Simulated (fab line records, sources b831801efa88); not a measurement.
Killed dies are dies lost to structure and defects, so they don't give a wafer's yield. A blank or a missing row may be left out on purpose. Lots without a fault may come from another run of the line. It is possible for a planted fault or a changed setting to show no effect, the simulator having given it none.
Which tool did it? :: flow gf180mcu :: 6 lots, 18 wafers sampled, at 4 steps of a route of 602

== WHAT THE GAUGES SHOWED, per wafer ==
GF_V5_THK_MEAS_01.
lot: L475
measured: day 26 18:05
on: film_metro-01
V5_CVD_00_THK (nm): 304 302 298

lot: L478
measured: day 27 22:42
on: film_metro-04
V5_CVD_00_THK (nm): 602 598 599 602 598 599

lot: L485
measured: day 30 06:19
on: film_metro-01
V5_CVD_00_THK (nm): 303 303 301

lot: L489
measured: day 31 09:23
on: film_metro-01
V5_CVD_00_THK (nm): 300 302 302

lot: L491
measured: day 31 18:34
on: film_metro-02
V5_CVD_00_THK (nm): 295 306 295

lot: L495
measured: day 32 14:29
on: film_metro-04
V5_CVD_00_THK (nm): 305 303 303

== WHAT TOOL EACH LOT RAN ON (gives the tool, then ch and the chambers of the sampled wafers, and finally the start) ==
lot: L475
GF_MIM_SPUTTER_07: pvd_sputter-02, day 24 22:41
GF_MIM_METAL_ETCH_19: rie_metal-02 ch 0,1, day 25 20:14
GF_V5_CVD_00: hdpcvd-01 ch 0,1,2, day 26 18:02

lot: L478
GF_MIM_SPUTTER_07: pvd_sputter-02, day 26 04:11
GF_MIM_METAL_ETCH_19: rie_metal-02 ch 0,1, day 27 00:59
GF_V5_CVD_00: hdpcvd-02 ch 0,1,2, day 27 22:19

lot: L485
GF_MIM_SPUTTER_07: pvd_sputter-04, day 28 15:37
GF_MIM_METAL_ETCH_19: rie_metal-03 ch 0,1, day 29 10:48
GF_V5_CVD_00: hdpcvd-02 ch 0,2, day 30 06:15

lot: L489
GF_MIM_SPUTTER_07: pvd_sputter-02, day 29 19:44
GF_MIM_METAL_ETCH_19: rie_metal-03 ch 0,1, day 30 13:47
GF_V5_CVD_00: hdpcvd-02 ch 1,2, day 31 09:20

lot: L491
GF_MIM_SPUTTER_07: pvd_sputter-04, day 30 05:38
GF_MIM_METAL_ETCH_19: rie_metal-01 ch 0,1, day 30 23:41
GF_V5_CVD_00: hdpcvd-02 ch 0,1,2, day 31 18:31

lot: L495
GF_MIM_SPUTTER_07: pvd_sputter-02, day 31 02:45
GF_MIM_METAL_ETCH_19: rie_metal-02 ch 0,1, day 31 20:14
GF_V5_CVD_00: hdpcvd-01 ch 1,2, day 32 14:26
- GF_MIM_SPUTTER_07: material TiN, target thk 60 nm, time 50 s.
- GF_MIM_METAL_ETCH_19: etches the open film in Cl2/BCl3, stops on Si3N4, target depth 324.5 nm, time 54.1 s.
- GF_V5_CVD_00: deposits SiO2, target thk 300 nm, time 50 s.

== THE ANSWER, worked out from the rows above alone ==
Rule: what is usual is taken from the lots themselves. The widest of any qualifying gaps counts: lots, ordered by their means at a reading, are off when they make up no more than a third of the lots, leave a main group of 4 or more, and stand apart from it by 3 or more times the standard deviation of that group's means. The tables above print the reading to a certain number of digits; a main group whose means all agree to those digits is not used. A lot without any number at a reading at which 4 lots or more have one is off too. Any other lot the step has rows for is counted as sound.
Off: L478, seen at GF_V5_THK_MEAS_01 (V5_CVD_00_THK). The main group: mean 301 nm, standard deviation 1.6.
A tool fits if, at a process step before that reading, it ran every lot that is off, and no sound lot after the first of them. Those tools and the gauges at GF_V5_THK_MEAS_01 are tried in the same way. Not one of the candidates tried fits.

== WHAT THE SIMULATOR PUT IN ==
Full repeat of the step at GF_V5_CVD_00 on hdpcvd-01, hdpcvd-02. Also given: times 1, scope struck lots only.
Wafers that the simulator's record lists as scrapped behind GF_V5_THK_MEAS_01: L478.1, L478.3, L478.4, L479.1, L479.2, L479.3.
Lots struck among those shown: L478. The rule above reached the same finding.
